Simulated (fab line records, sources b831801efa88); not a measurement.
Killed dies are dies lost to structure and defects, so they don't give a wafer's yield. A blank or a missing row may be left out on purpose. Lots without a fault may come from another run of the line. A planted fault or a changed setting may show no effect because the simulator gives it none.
Split-lot experiment | flow sky130 | 5 lots, 23 wafers read, on a route of 708 steps

THE SPLIT
At SKY_VIA3_CVD_21 (deposits W, target thk 390 nm, time 117.31 s), the setting pressure_torr was moved away from the recipe's 40 Torr on 20 of the 23 wafers read, by -13.6% to +14.5%. The other wafers ran this setting at the recipe's value.

FROM THE SPLIT TO THE READING: what the file shows between them, 1 step
- SKY_VIA3_RS_MEAS_22: measures by four-point-probe

THE READING
VIA3_W_THK, in nm, at SKY_VIA3_THK_MEAS_23 (measures by xrf). Fault-free wafers of this fab line usually give 383 nm, standard deviation 5.4 nm.

wafer  | tool, chamber at the split | pressure_torr as run, Torr | against the recipe | VIA3_W_THK, nm | against lot-mates on the recipe
L076.2 | cvd_w-01, 0                | 42.15                      | +5.4%              | 388            | no lot-mate on the recipe
L076.3 | cvd_w-01, 0                | 42.15                      | +5.4%              | 391            | no lot-mate on the recipe
L076.4 | cvd_w-01, 1                | 42.15                      | +5.4%              | 390            | no lot-mate on the recipe
L076.5 | cvd_w-01, 1                | 42.15                      | +5.4%              | 394            | no lot-mate on the recipe
L076.6 | cvd_w-01, 0                | 42.15                      | +5.4%              | 383            | no lot-mate on the recipe
L080.1 | cvd_w-02, 0                | 34.89                      | -12.8%             | 354            | no lot-mate on the recipe
L080.3 | cvd_w-02, 0                | 34.89                      | -12.8%             | 358            | no lot-mate on the recipe
L080.4 | cvd_w-02, 1                | 34.89                      | -12.8%             | 357            | no lot-mate on the recipe
L080.5 | cvd_w-02, 0                | 34.89                      | -12.8%             | 359            | no lot-mate on the recipe
L080.6 | cvd_w-02, 1                | 34.89                      | -12.8%             | 361            | no lot-mate on the recipe
L081.1 | cvd_w-02, 1                | 34.55                      | -13.6%             | 357            | no lot-mate on the recipe
L081.2 | cvd_w-02, 0                | 34.55                      | -13.6%             | 353            | no lot-mate on the recipe
L081.3 | cvd_w-02, 0                | 34.55                      | -13.6%             | 353            | no lot-mate on the recipe
L081.4 | cvd_w-02, 1                | 34.55                      | -13.6%             | 360            | no lot-mate on the recipe
L081.6 | cvd_w-02, 0                | 34.55                      | -13.6%             | 353            | no lot-mate on the recipe
L082.1 | cvd_w-02, 0                | 45.81                      | +14.5%             | 421            | no lot-mate on the recipe
L082.2 | cvd_w-02, 1,0              | 45.81                      | +14.5%             | 411            | no lot-mate on the recipe
L082.4 | cvd_w-02, 1                | 45.81                      | +14.5%             | 417            | no lot-mate on the recipe
L082.5 | cvd_w-02, 1                | 45.81                      | +14.5%             | 415            | no lot-mate on the recipe
L082.6 | cvd_w-02, 1,0              | 45.81                      | +14.5%             | 413            | no lot-mate on the recipe
L084.3 | cvd_w-01, 1                | 40                         | recipe             | 384            | -
L084.5 | cvd_w-01, 1                | 40                         | recipe             | 393            | -
L084.6 | cvd_w-01, 0                | 40                         | recipe             | 380            | -
Where a row lists several chambers, the file gives one row for several wafers and doesn't say which wafer went through which chamber.

THE FIT
A straight line over all 23 wafers: VIA3_W_THK changes by +2.05 nm for each +1% of pressure_torr; r = +0.98; the points scatter about the line by 4.7 nm.
Too few moved wafers have a lot-mate on the recipe to fit a line with each lot's own level taken away.

THE WHOLE CHAIN: every reading that the file lists as answering this split, in the file's order
step                 | what it does                                 | reading                                                                  | change (the file's fit)              | r (the file's)
SKY_VIA3_CVD_21      | deposits W, target thk 390 nm, time 117.31 s | W_of_VIA3_CVD_21.thk_nm (the simulator's own value, which no gauge read) | +1.9 nm for each +1% of the setting  | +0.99
SKY_VIA3_RS_MEAS_22  | measures by four-point-probe                 | VIA3_W_RS                                                                | -0.00147 for each +1% of the setting | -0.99
SKY_VIA3_THK_MEAS_23 | measures by xrf                              | VIA3_W_THK                                                               | +2.04 for each +1% of the setting    | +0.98

THE FILE'S OWN FIT
VIA3_W_THK changes by +2.04 nm for each +1% of pressure_torr, r = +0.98.
